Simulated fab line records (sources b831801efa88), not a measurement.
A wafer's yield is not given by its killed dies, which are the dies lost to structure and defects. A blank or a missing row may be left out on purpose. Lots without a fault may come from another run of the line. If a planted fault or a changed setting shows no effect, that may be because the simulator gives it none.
fab line records	flow sky130	part 1 of 2: steps 1 to 25 of 35
record: lots: 5	wafers: 15	last_day: 49
route steps=708 shown VIA3@577 METAL4@598 CAP2M@603
lots untouched by any fault: they come from a run of this same line in which no faults occurred
start_h: hours from the record's first day to the start of the lot's first wafer shown	wait_h: hours elapsed since this lot's preceding step	" repeats the value in the row above	L1.1+2: a row that stands for several wafers	- no value present, or no start provided	* or withheld: withheld	< > ~ a bound
route shown NAME@n: a module of which the file shows steps, and the number in the route of the first	usual: mean and standard deviation over wafers with no fault	same: alike in all rows	chamber/n: place in a boat	sites: readings site by site	_std_site: standard deviation of those values	_edge_site: the outer-site mean with the inner-site mean subtracted	radius_mm: how far each site lies from the wafer's centre	mask NAME#n: copy n	behind: tool/chamber where the wafer was last shaped	hold: the reason the lot was held/the length of the hold in hours/how it ended	device: names the non-switching transistor (n, p or np)	end of line: the same wafers' tests at the end of the route	for a step that has no rows: nothing shown but its recipe	killed: dies that structure and defects cost at the first sort, which is not the same as the wafer's yield	map: dies across one wafer; x = killed, . = not, _ = none there
set.NAME: the run value of the setting; set.NAME@STEP: its run value at that earlier step	model.NAME: the simulator's own value behind a step, which no gauge read
lots at some steps of the route; a table a step, a row a wafer
services: a tool's chamber out of use, with start hour (start_h, from the record's first day; less than 0 if before it), hours out, and reason
== steps ==
step: SKY_VIA3_DEHYDRATE_04
recipe: temp_c: 200	time_s: 60
usual: exhaust_pa: 45.1/0.75
lot.wafer	tool	chamber	start_h	wait_h	exhaust_pa
L074.2	litho_track-03	0	917.72	12.2	44.2
L074.5	"	0	"	"	45.7
L074.6	"	0	"	"	44.1
L075.3	litho_track-01	0	918.31	12.1	44.5
L075.4	"	0	"	"	45.3
L075.6	"	0	"	"	45.6
L087.1	litho_track-02	0	1012.80	11.3	44.8
L087.2	"	0	"	"	45.1
L087.5	"	0	"	"	45.0
L088.1	litho_track-02	0	1013.60	10.8	45.9
L088.4	"	0	"	"	44.3
L088.5	"	0	"	"	46.4
L090.3	litho_track-03	0	1027.39	10.4	45.4
L090.4	"	0	"	"	45.7
L090.5	"	0	"	"	44.4
step: SKY_VIA3_HMDS_05
recipe: prime_time_s: 60	prime_temp_c: 120
usual: exhaust_pa: 44.7/0.94
lot.wafer	tool	chamber	start_h	wait_h	exhaust_pa
L074.2	litho_track-03	0	917.87	0.1	45.0
L074.5	"	0	"	"	45.8
L074.6	"	0	"	"	45.6
L075.3	litho_track-01	0	918.46	0.1	45.6
L075.4	"	0	"	"	46.1
L075.6	"	0	"	"	45.0
L087.1	litho_track-02	0	1012.95	0.1	44.7
L087.2	"	0	"	"	43.8
L087.5	"	0	"	"	43.4
L088.1	litho_track-02	0	1013.75	0.1	43.5
L088.4	"	0	"	"	45.0
L088.5	"	0	"	"	43.3
L090.3	litho_track-03	0	1027.54	0.1	44.6
L090.4	"	0	"	"	45.1
L090.5	"	0	"	"	44.6
step: SKY_VIA3_COAT_06
recipe: resist: BARC	temp_c: withheld	time_s: withheld	spin_rpm: 3000	resist_thk_nm: 60
usual: exhaust_pa: 44.7/0.77
lot.wafer	tool	chamber	start_h	wait_h	exhaust_pa
L074.2	litho_track-03	0	918.02	0.1	45.3
L074.5	"	0	"	"	45.2
L074.6	"	0	"	"	46.0
L075.3	litho_track-01	0	918.61	0.1	43.5
L075.4	"	0	"	"	45.0
L075.6	"	0	"	"	44.2
L087.1	litho_track-02	0	1013.10	0.1	45.5
L087.2	"	0	"	"	45.6
L087.5	"	0	"	"	43.7
L088.1	litho_track-02	0	1013.90	0.1	44.5
L088.4	"	0	"	"	43.8
L088.5	"	0	"	"	45.4
L090.3	litho_track-03	0	1027.69	0.1	44.4
L090.4	"	0	"	"	43.1
L090.5	"	0	"	"	45.0
step: SKY_VIA3_COAT_07
recipe: resist: KrF-thick	spin_rpm: 3000	resist_thk_nm: 450
usual: exhaust_pa: 44.9/1
lot.wafer	tool	chamber	start_h	wait_h	exhaust_pa
L074.2	litho_track-03	0	-	-	47.3
L074.5	"	0	"	"	46.6
L074.6	"	0	"	"	45.9
L075.3	litho_track-01	0	-	-	45.7
L075.4	"	0	"	"	46.1
L075.6	"	0	"	"	44.6
L087.1	litho_track-02	0	-	-	46.6
L087.2	"	0	"	"	43.9
L087.5	"	0	"	"	45.0
L088.1	litho_track-02	0	-	-	44.1
L088.4	"	0	"	"	44.9
L088.5	"	0	"	"	45.1
L090.3	litho_track-03	0	-	-	45.2
L090.4	"	0	"	"	43.5
L090.5	"	0	"	"	44.8
step: SKY_VIA3_SOFTBAKE_08
recipe: temp_c: 100	time_s: 90	resist: KrF-thick
usual: exhaust_pa: 45.1/0.81
lot.wafer	tool	chamber	start_h	wait_h	exhaust_pa
L074.2	litho_track-03	0	-	-	45.1
L074.5	"	0	"	"	45.0
L074.6	"	0	"	"	45.3
L075.3	litho_track-01	0	-	-	46.0
L075.4	"	0	"	"	45.6
L075.6	"	0	"	"	44.9
L087.1	litho_track-02	0	-	-	44.4
L087.2	"	0	"	"	43.6
L087.5	"	0	"	"	46.0
L088.1	litho_track-02	0	-	-	45.0
L088.4	"	0	"	"	44.8
L088.5	"	0	"	"	45.9
L090.3	litho_track-03	0	-	-	45.4
L090.4	"	0	"	"	45.0
L090.5	"	0	"	"	43.9
step: SKY_VIA3_EXPOSE_09
recipe: mask_id: VIM3	na: 0.8	source_shape: annular	sigma_inner: 0.55	sigma_outer: 0.85	target_cd_nm: 200	dose_mj: 38
usual: stage_vel_mm_s: 500.03/0.29
lot.wafer	tool	chamber	start_h	wait_h	mask	stage_vel_mm_s
L074.2	krf_scanner-02	0	-	-	VIM3#0	500.22
L074.5	"	0	"	"	VIM3#0	500.36
L074.6	"	0	"	"	VIM3#0	500.08
L075.3	krf_scanner-01	0	-	-	VIM3#0	500.33
L075.4	"	0	"	"	VIM3#0	499.72
L075.6	"	0	"	"	VIM3#0	500.29
L087.1	krf_scanner-01	0	-	-	VIM3#0	500.00
L087.2	"	0	"	"	VIM3#0	500.05
L087.5	"	0	"	"	VIM3#0	499.82
L088.1	krf_scanner-01	0	-	-	VIM3#0	500.65
L088.4	"	0	"	"	VIM3#0	500.46
L088.5	"	0	"	"	VIM3#0	500.37
L090.3	krf_scanner-02	0	-	-	VIM3#0	500.11
L090.4	"	0	"	"	VIM3#0	499.99
L090.5	"	0	"	"	VIM3#0	500.30
step: SKY_VIA3_PEB_10
recipe: peb_temp_c: withheld	peb_time_s: withheld	resist: KrF-thick
usual: exhaust_pa: 44.9/0.82
lot.wafer	tool	chamber	start_h	wait_h	exhaust_pa
L074.2	litho_track-03	0	-	-	45.2
L074.5	"	0	"	"	45.5
L074.6	"	0	"	"	45.9
L075.3	litho_track-02	0	-	-	44.1
L075.4	"	0	"	"	45.4
L075.6	"	0	"	"	44.7
L087.1	litho_track-03	0	-	-	44.0
L087.2	"	0	"	"	45.4
L087.5	"	0	"	"	46.2
L088.1	litho_track-03	0	-	-	44.5
L088.4	"	0	"	"	44.9
L088.5	"	0	"	"	44.9
L090.3	litho_track-01	0	-	-	43.9
L090.4	"	0	"	"	44.0
L090.5	"	0	"	"	44.3
step: SKY_VIA3_DEVELOP_11
recipe: develop_time_s: 60	resist: KrF-thick	dev_temp_c: 21
usual: exhaust_pa: 45.0/0.75
lot.wafer	tool	chamber	start_h	wait_h	exhaust_pa
L074.2	litho_track-03	0	-	-	44.0
L074.5	"	0	"	"	44.5
L074.6	"	0	"	"	44.5
L075.3	litho_track-02	0	-	-	43.1
L075.4	"	0	"	"	45.3
L075.6	"	0	"	"	44.0
L087.1	litho_track-03	0	-	-	44.4
L087.2	"	0	"	"	45.6
L087.5	"	0	"	"	44.3
L088.1	litho_track-03	0	-	-	45.2
L088.4	"	0	"	"	45.1
L088.5	"	0	"	"	44.5
L090.3	litho_track-01	0	-	-	44.3
L090.4	"	0	"	"	43.6
L090.5	"	0	"	"	43.9
step: SKY_VIA3_CD_MEAS_12
recipe: target_cd_nm: 200
usual: cd_nm: 200.4/1.3
lot.wafer	tool	chamber	start_h	wait_h	cd_nm
L074.2	cd_sem-01	-	930.11	-	200.5
L074.5	"	-	"	"	198.9
L074.6	"	-	"	"	199.7
L075.3	cd_sem-02	-	930.74	-	199.0
L075.4	"	-	"	"	200.4
L075.6	"	-	"	"	200.1
L087.1	cd_sem-02	-	1024.49	-	200.3
L087.2	"	-	"	"	199.7
L087.5	"	-	"	"	200.0
L088.1	cd_sem-02	-	1025.14	-	200.5
L088.4	"	-	"	"	201.4
L088.5	"	-	"	"	199.5
L090.3	cd_sem-01	-	1040.01	-	200.6
L090.4	"	-	"	"	200.1
L090.5	"	-	"	"	199.7
step: SKY_VIA3_OVL_MEAS_13
usual: VIA3_OVL: 1/5.7
lot.wafer	tool	chamber	start_h	wait_h	VIA3_OVL[nm]
L074.2	overlay-02	-	930.22	0.1	2
L074.5	"	-	"	"	2
L074.6	"	-	"	"	1
L075.3	overlay-02	-	930.84	0.1	2
L075.4	"	-	"	"	-4
L075.6	"	-	"	"	-10
L087.1	overlay-02	-	1024.61	0.1	-2
L087.2	"	-	"	"	6
L087.5	"	-	"	"	-7
L088.1	overlay-01	-	1025.26	0.1	10
L088.4	"	-	"	"	7
L088.5	"	-	"	"	12
L090.3	overlay-01	-	1040.10	0.1	1
L090.4	"	-	"	"	-5
L090.5	"	-	"	"	-1
step: SKY_VIA3_ETCH_14
recipe: chemistry: N2/H2	target: BARC	ion_energy_ev: 200	source_w: 500	bias_w: 100	pressure_mtorr: 30	n2_flow_sccm: 100	h2_flow_sccm: 200	stop_on: SiO2	time_s: 45.9	target_depth_a: 600
usual: chamber_pressure_mTorr: 30.000/0.028	drypump_motor_current_A: 5.4/0.41	oes_product_au: 0.856/0.005	throttle_valve_pct: 13.225/0.0094
lot.wafer	tool	chamber	start_h	wait_h	chamber_pressure_mTorr	drypump_motor_current_A	oes_product_au	rf_hours_counter_h	throttle_valve_pct
L074.2	rie_diel-04	1	930.25	0.0	29.976	5.6	0.850	10	13.219
L074.5	"	2	"	"	29.998	5.8	0.859	-	13.215
L074.6	"	1	"	"	29.998	5.6	0.854	-	13.204
L075.3	rie_diel-03	1	930.86	0.0	30.020	6.2	0.854	21	13.236
L075.4	"	2	"	"	30.037	6.1	0.858	20	13.218
L075.6	"	1	"	"	29.984	6.3	0.848	-	13.228
L087.1	rie_diel-03	3	1024.65	0.0	29.975	5.1	0.864	10	13.239
L087.2	"	0	"	"	30.016	5.3	0.852	16	13.225
L087.5	"	0	"	"	29.985	5.3	0.864	-	13.229
L088.1	rie_diel-04	0	1025.30	0.0	30.038	4.9	0.861	19	13.229
L088.4	"	3	"	"	29.957	5.0	0.854	7	13.211
L088.5	"	0	"	"	29.996	4.9	0.849	-	13.217
L090.3	rie_diel-04	2	1040.12	0.0	30.017	5.7	0.849	12	13.248
L090.4	"	3	"	"	29.995	5.0	0.847	7	13.231
L090.5	"	2	"	"	29.995	5.7	0.851	-	13.211
step: SKY_VIA3_ETCH_15
recipe: target: SiO2	chemistry: C4F8/O2/Ar	target_depth_nm: 507	stop_on: TiN	mask_material: KrF-thick	source_w: 1500	bias_w: 1200	pressure_mtorr: 40	c4f8_flow_sccm: withheld	O2_flow_sccm: 6	Ar_flow_sccm: 300	time_s: 78
usual: chamber_pressure_mTorr: 40.00/0.034	oes_product_au: 0.945/0.0049
lot.wafer	tool	chamber	start_h	wait_h	chamber_pressure_mTorr	oes_product_au	rf_hours_counter_h
L074.2	rie_diel-04	1	930.29	0.0	39.95	0.946	10
L074.5	"	2	"	"	40.02	0.933	-
L074.6	"	1	"	"	39.99	0.951	-
L075.3	rie_diel-03	1	930.90	0.0	40.02	0.945	21
L075.4	"	2	"	"	40.04	0.950	20
L075.6	"	1	"	"	39.97	0.946	-
L087.1	rie_diel-03	3	1024.69	0.0	39.95	0.946	10
L087.2	"	0	"	"	40.02	0.933	16
L087.5	"	0	"	"	40.01	0.946	-
L088.1	rie_diel-04	0	1025.34	0.0	40.01	0.947	19
L088.4	"	3	"	"	40.04	0.950	7
L088.5	"	0	"	"	40.03	0.945	-
L090.3	rie_diel-04	2	1040.16	0.0	40.00	0.938	12
L090.4	"	3	"	"	40.02	0.944	7
L090.5	"	2	"	"	39.99	0.939	-
step: SKY_VIA3_STRIP_16
recipe: chemistry: O2/N2	power_w: 1400	pressure_mtorr: 1479	platen_temp_c: withheld	o2_flow_sccm: 3000	n2_flow_sccm: 300	overash_fraction: 0.5
usual: chamber_pressure_mTorr: 1479.1/1.3	drypump_motor_current_A: 6.0/0.54	oes_product_au: 0.403/0.0048	strip_time_to_endpoint_s: 4.16/0.04
lot.wafer	tool	chamber	start_h	wait_h	chamber_pressure_mTorr	drypump_motor_current_A	oes_product_au	rf_hours_counter_h	strip_time_to_endpoint_s
L074.2	plasma_asher-04	0	930.35	0.0	1480.3	6.4	0.404	104	4.09
L074.5	"	1	"	"	1476.8	6.3	0.401	-	4.13
L074.6	"	0	"	"	1480.5	6.4	0.389	-	4.11
L075.3	plasma_asher-04	1	931.00	0.1	1476.7	6.2	0.402	-	4.13
L075.4	"	0	"	"	1479.5	6.4	0.398	-	4.13
L075.6	"	1	"	"	1480.5	6.2	0.403	-	4.11
L087.1	plasma_asher-04	0	1024.75	0.0	1477.9	6.4	0.397	113	4.20
L087.2	"	1	"	"	1478.6	6.2	0.399	113	4.20
L087.5	"	0	"	"	1478.2	6.4	0.407	-	4.19
L088.1	plasma_asher-04	1	1025.40	0.0	1480.2	6.2	0.396	113	4.21
L088.4	"	0	"	"	1476.7	6.4	0.401	-	4.15
L088.5	"	1	"	"	1480.2	6.2	0.398	-	4.21
L090.3	plasma_asher-04	1	1040.26	0.1	1478.6	6.2	0.397	-	4.17
L090.4	"	0	"	"	1479.2	6.4	0.401	-	4.16
L090.5	"	0	"	"	1479.7	6.3	0.403	-	4.15
step: SKY_VIA3_STRIP_17
recipe: chemistry: post_etch_residue_remover	time_s: 1200	temp_c: 72.5
lot.wafer	tool	chamber	start_h	wait_h
L074.2+5+6	wet_bench-02	1	930.45	0.1
L075.3+4+6	wet_bench-02	1	931.06	0.0
L087.1+2+5	wet_bench-02	3	1024.85	0.1
L088.1+4+5	wet_bench-02	0	1025.50	0.1
L090.3+4+5	wet_bench-03	2	1040.32	0.0
step: SKY_VIA3_CLEAN_18
recipe: chemistry: IPA	time_s: 180	temp_c: 25
lot.wafer	tool	chamber	start_h	wait_h
L074.2+5+6	wet_bench-04	2	930.79	0.0
L075.3+4+6	wet_bench-03	2	931.40	0.0
L087.1+2+5	wet_bench-03	3	1025.19	0.0
L088.1+4+5	wet_bench-04	2	1025.84	0.0
L090.3+4+5	wet_bench-02	2	1040.67	0.0
step: SKY_VIA3_CLEAN_19
recipe: chemistry: O3/DIW	dry: n2_spin
lot.wafer	tool	chamber	start_h	wait_h
L074.2+5+6	wet_bench-03	2	930.86	0.0
L075.3+4+6	wet_bench-02	0	931.47	0.0
L087.1+2+5	wet_bench-03	1	1025.26	0.0
L088.1+4+5	wet_bench-03	1	1025.90	0.0
L090.3+4+5	wet_bench-04	2	1040.72	0.0
step: SKY_VIA3_SPUTTER_20
recipe: material: TiN	target_thk_nm: 20	chamber_pressure_pa: 5	power_w: 4000	time_s: 80
usual: throttle_valve_pct: 30.3/0.59
lot.wafer	tool	chamber	start_h	wait_h	throttle_valve_pct
L074.2	pvd_sputter-03	-	930.97	0.0	30.4
L074.5	"	-	"	"	30.4
L074.6	"	-	"	"	31.1
L075.3	pvd_sputter-03	-	931.56	0.0	31.5
L075.4	"	-	"	"	30.5
L075.6	"	-	"	"	30.9
L087.1	pvd_sputter-04	-	1025.36	0.0	29.9
L087.2	"	-	"	"	30.2
L087.5	"	-	"	"	29.7
L088.1	pvd_sputter-04	-	1025.99	0.0	30.0
L088.4	"	-	"	"	30.1
L088.5	"	-	"	"	29.7
L090.3	pvd_sputter-03	-	1040.82	0.0	31.0
L090.4	"	-	"	"	30.6
L090.5	"	-	"	"	30.5
step: SKY_VIA3_CVD_21
recipe: material: W	target_thk_nm: 390	time_s: 117.31	temp_c: 400	pressure_torr: 40
usual: heater_power_w: 842/69
lot.wafer	tool	chamber	start_h	wait_h	heater_power_w	since_wet_clean_h
L074.2	cvd_w-01	1	931.03	0.0	912	527
L074.5	"	1	"	"	905	-
L074.6	"	0	"	"	825	-
L075.3	cvd_w-01	0	931.67	0.1	825	-
L075.4	"	1	"	"	904	-
L075.6	"	1	"	"	913	-
L087.1	cvd_w-01	1	1025.42	0.0	922	621
L087.2	"	0	"	"	824	621
L087.5	"	0	"	"	823	-
L088.1	cvd_w-02	1	1026.06	0.0	894	108
L088.4	"	0	"	"	748	-
L088.5	"	0	"	"	728	-
L090.3	cvd_w-01	0	1040.92	0.1	836	-
L090.4	"	1	"	"	926	-
L090.5	"	0	"	"	828	-
step: SKY_VIA3_RS_MEAS_22
recipe: thk_meas_gauge: four-point-probe	reads: W_of_VIA3_CVD_21+TiN_of_VIA3_SPUTTER_20
usual: VIA3_W_RS: 0.293/0.0059
lot.wafer	tool	chamber	start_h	wait_h	VIA3_W_RS[ohm/sq]
L074.2	film_metro-02	-	931.18	0.1	0.295
L074.5	"	-	"	"	0.295
L074.6	"	-	"	"	0.297
L075.3	film_metro-02	-	931.79	0.1	0.289
L075.4	"	-	"	"	0.295
L075.6	"	-	"	"	0.295
L087.1	film_metro-02	-	1025.54	0.1	0.299
L087.2	"	-	"	"	0.295
L087.5	"	-	"	"	0.295
L088.1	film_metro-04	-	1026.18	0.1	0.281
L088.4	"	-	"	"	0.297
L088.5	"	-	"	"	0.297
L090.3	film_metro-02	-	1041.04	0.1	0.295
L090.4	"	-	"	"	0.291
L090.5	"	-	"	"	0.294
step: SKY_VIA3_THK_MEAS_23
recipe: thk_meas_gauge: xrf	reads: W_of_VIA3_CVD_21
usual: VIA3_W_THK: 384/8.7
lot.wafer	tool	chamber	start_h	wait_h	VIA3_W_THK[nm]
L074.2	film_metro-02	-	931.29	0.1	384
L074.5	"	-	"	"	382
L074.6	"	-	"	"	381
L075.3	film_metro-02	-	931.89	0.1	390
L075.4	"	-	"	"	382
L075.6	"	-	"	"	382
L087.1	film_metro-02	-	1025.66	0.1	376
L087.2	"	-	"	"	385
L087.5	"	-	"	"	382
L088.1	film_metro-04	-	1026.30	0.1	392
L088.4	"	-	"	"	373
L088.5	"	-	"	"	374
L090.3	film_metro-02	-	1041.14	0.1	381
L090.4	"	-	"	"	384
L090.5	"	-	"	"	380
step: SKY_VIA3_CMP_24
recipe: stop_on: SiO2	t_overpolish_s: 20	down_force_psi: 3.5	platen_rpm: 60	target_thk_nm: 0	pad_velocity_m_s: 0.94248
usual: motor_current_A: 10.8/1.2	overpolish_run_s: 20.001/0.0092	time_to_endpoint_s: 93/4.6
lot.wafer	tool	chamber	start_h	wait_h	motor_current_A	overpolish_run_s	time_to_endpoint_s
L074.2	cmp-01	1	931.44	0.1	10.1	20.015	92
L074.6	"	3	"	"	10.4	20.011	93
L074.5	"	0	"	"	11.6	19.998	98
L075.4	cmp-01	0	931.93	0.0	11.1	20.015	95
L075.3	"	3	"	"	10.5	20.000	97
L075.6	"	1	"	"	9.6	19.989	88
L087.2	cmp-02	2	1025.72	0.0	11.9	20.020	93
L087.1	"	1	"	"	10.7	19.991	96
L087.5	"	2	"	"	11.7	20.008	93
L088.4	cmp-02	0	1026.36	0.0	10.2	20.012	87
L088.1	"	2	"	"	11.6	19.991	95
L088.5	"	0	"	"	10.0	19.989	85
L090.3	cmp-02	2	1041.23	0.1	11.3	19.996	97
L090.4	"	3	"	"	13.2	20.005	90
L090.5	"	2	"	"	11.8	20.006	92
step: SKY_METAL4_SPUTTER_00
recipe: material: Ti	target_thk_nm: 15	power_w: 3000	time_s: 10	chamber_pressure_pa: 0.4
usual: throttle_valve_pct: 30.0/0.76
lot.wafer	tool	chamber	start_h	wait_h	throttle_valve_pct
L074.2	pvd_sputter-01	-	931.64	0.1	30.1
L074.5	"	-	"	"	30.0
L074.6	"	-	"	"	30.0
L075.3	pvd_sputter-01	-	932.23	0.1	30.1
L075.4	"	-	"	"	29.7
L075.6	"	-	"	"	29.8
L087.1	pvd_sputter-01	-	1026.02	0.1	28.0
L087.2	"	-	"	"	29.6
L087.5	"	-	"	"	30.4
L088.1	pvd_sputter-04	-	1026.66	0.1	30.3
L088.4	"	-	"	"	29.9
L088.5	"	-	"	"	29.9
L090.3	pvd_sputter-03	-	1041.48	0.2	31.5
L090.4	"	-	"	"	30.8
L090.5	"	-	"	"	30.6
step: SKY_METAL4_SPUTTER_01
recipe: material: TiN	target_thk_nm: 20	power_w: 6500	time_s: 16.7	chamber_pressure_pa: 0.4
usual: throttle_valve_pct: 30.0/0.78
lot.wafer	tool	chamber	start_h	wait_h	throttle_valve_pct
L074.2	pvd_sputter-01	-	931.66	0.0	29.9
L074.5	"	-	"	"	30.1
L074.6	"	-	"	"	30.1
L075.3	pvd_sputter-01	-	932.25	0.0	30.1
L075.4	"	-	"	"	29.8
L075.6	"	-	"	"	29.6
L087.1	pvd_sputter-01	-	1026.04	0.0	28.4
L087.2	"	-	"	"	29.7
L087.5	"	-	"	"	30.3
L088.1	pvd_sputter-04	-	1026.68	0.0	30.1
L088.4	"	-	"	"	29.7
L088.5	"	-	"	"	30.5
L090.3	pvd_sputter-03	-	1041.50	0.0	31.3
L090.4	"	-	"	"	30.7
L090.5	"	-	"	"	30.5
step: SKY_METAL4_SPUTTER_02
recipe: material: AlCu	target_thk_nm: 735	power_w: 10600	time_s: 39.1	chamber_pressure_pa: 0.4
usual: throttle_valve_pct: 30.0/0.76
lot.wafer	tool	chamber	start_h	wait_h	throttle_valve_pct
L074.2	pvd_sputter-01	-	931.68	0.0	30.1
L074.5	"	-	"	"	29.9
L074.6	"	-	"	"	29.8
L075.3	pvd_sputter-01	-	932.28	0.0	30.3
L075.4	"	-	"	"	30.1
L075.6	"	-	"	"	30.2
L087.1	pvd_sputter-01	-	1026.07	0.0	28.5
L087.2	"	-	"	"	29.9
L087.5	"	-	"	"	30.1
L088.1	pvd_sputter-04	-	1026.71	0.0	30.1
L088.4	"	-	"	"	29.5
L088.5	"	-	"	"	30.1
L090.3	pvd_sputter-03	-	1041.53	0.0	31.2
L090.4	"	-	"	"	30.5
L090.5	"	-	"	"	30.5
step: SKY_METAL4_SPUTTER_03
recipe: material: Ti	target_thk_nm: 5	power_w: 3000	time_s: 3.3	chamber_pressure_pa: 0.4
usual: throttle_valve_pct: 30.0/0.79
lot.wafer	tool	chamber	start_h	wait_h	throttle_valve_pct
L074.2	pvd_sputter-01	-	931.72	0.0	30.1
L074.5	"	-	"	"	30.1
L074.6	"	-	"	"	29.8
L075.3	pvd_sputter-01	-	932.32	0.0	30.2
L075.4	"	-	"	"	30.1
L075.6	"	-	"	"	30.1
L087.1	pvd_sputter-01	-	1026.11	0.0	28.1
L087.2	"	-	"	"	29.8
L087.5	"	-	"	"	30.2
L088.1	pvd_sputter-04	-	1026.74	0.0	30.3
L088.4	"	-	"	"	29.6
L088.5	"	-	"	"	30.1
L090.3	pvd_sputter-03	-	1041.57	0.0	31.5
L090.4	"	-	"	"	30.6
L090.5	"	-	"	"	31.0
